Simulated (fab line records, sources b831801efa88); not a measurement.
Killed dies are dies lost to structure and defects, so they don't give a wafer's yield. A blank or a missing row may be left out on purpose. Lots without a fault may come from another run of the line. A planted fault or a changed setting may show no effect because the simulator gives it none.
Split-lot experiment | flow gf180mcu | 5 lots, 23 wafers read, on a route of 602 steps

THE SPLIT
At GF_NWELL_EXPOSE_04 (exposes mask Nwell, target cd 860 nm), the setting dose_mj was moved away from the recipe's 260 on 4 of the 23 wafers read, by -5.8% to +4.0%. The other wafers ran this setting at the recipe's value.

FROM THE SPLIT TO THE READING: what the file shows between them, 1 step
- GF_NWELL_PEB_05

THE READING
NWELL.cd_nm (the simulator's own value, which no gauge read), in nm, at GF_NWELL_DEVELOP_06 (develop time 62.53 s). The file gives no usual value for it. The 19 wafers here that ran the recipe average 858.6 nm, standard deviation 4.2 nm.

wafer  | tool, chamber at the split | dose_mj as run | against the recipe | NWELL.cd_nm, nm | against lot-mates on the recipe
L074.1 | iline_stepper-02, 0        | 270.5          | +4.0%              | 870             | +11.5
L074.2 | iline_stepper-02, 0        | 260            | recipe             | 857.9           | -
L074.3 | iline_stepper-02, 0        | 260            | recipe             | 859.5           | -
L074.4 | iline_stepper-02, 0        | 260            | recipe             | 858.2           | -
L074.6 | iline_stepper-02, 0        | 270.5          | +4.0%              | 869             | +10.5
L076.1 | iline_stepper-01, 0        | 245            | -5.8%              | 848.4           | -16.0
L076.2 | iline_stepper-01, 0        | 245            | -5.8%              | 847.1           | -17.3
L076.4 | iline_stepper-01, 0        | 260            | recipe             | 865.1           | -
L076.5 | iline_stepper-01, 0        | 260            | recipe             | 864.1           | -
L076.6 | iline_stepper-01, 0        | 260            | recipe             | 864             | -
L077.1 | iline_stepper-02, 0        | 260            | recipe             | 865             | -
L077.5 | iline_stepper-02, 0        | 260            | recipe             | 864.3           | -
L077.6 | iline_stepper-02, 0        | 260            | recipe             | 863.4           | -
L078.1 | iline_stepper-02, 0        | 260            | recipe             | 856             | -
L078.2 | iline_stepper-02, 0        | 260            | recipe             | 855.4           | -
L078.4 | iline_stepper-02, 0        | 260            | recipe             | 855.2           | -
L078.5 | iline_stepper-02, 0        | 260            | recipe             | 854.4           | -
L078.6 | iline_stepper-02, 0        | 260            | recipe             | 853.2           | -
L080.2 | iline_stepper-02, 0        | 260            | recipe             | 855.3           | -
L080.3 | iline_stepper-02, 0        | 260            | recipe             | 856.4           | -
L080.4 | iline_stepper-02, 0        | 260            | recipe             | 856.3           | -
L080.5 | iline_stepper-02, 0        | 260            | recipe             | 854.3           | -
L080.6 | iline_stepper-02, 0        | 260            | recipe             | 855             | -

THE FIT
A straight line over all 23 wafers: NWELL.cd_nm changes by +2.16 nm for each +1% of dose_mj; r = +0.76; the points scatter about the line by 4 nm.
The same after taking each lot's own level away (the mean of its wafers on the recipe; 23 wafers): +2.83 nm for each +1%; r = +0.99; scatter 0.79 nm.
On that fit, the largest move of dose_mj shifts the reading by 16 nm.
The lots' own levels span 854.84 to 864.40 nm, that is 2.3 times the standard deviation above.
So the lot-to-lot level blurs the effect unless lot-mates are compared.
Check: with one of the wafers moved furthest among these (-5.8%) left out of the fit, the line predicts -16.6 nm for it against its lot-mates. It came out at -16 nm against them.

OTHER SPLITS ON THESE WAFERS
These wafers also went through other splits before the reading. Each is held against what the fit with the lots' levels taken away leaves over:
other split on the same wafers | wafers away from the commonest value | r with NWELL.cd_nm (lot level and that fit taken away)
GF_STI_COAT_07 resist_thk_nm   | 11                                   | +0.05
GF_STI_PEB_10 peb_time_s       | 6                                    | -0.09
GF_STI_CVD_23 sih4_flow_sccm   | 8                                    | -0.34
GF_STI_OXIDATION_29 ox_time_s  | 15                                   | +0.00

THE FILE'S OWN FIT
NWELL.cd_nm changes by +2.83 nm for each +1% of dose_mj, r = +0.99.
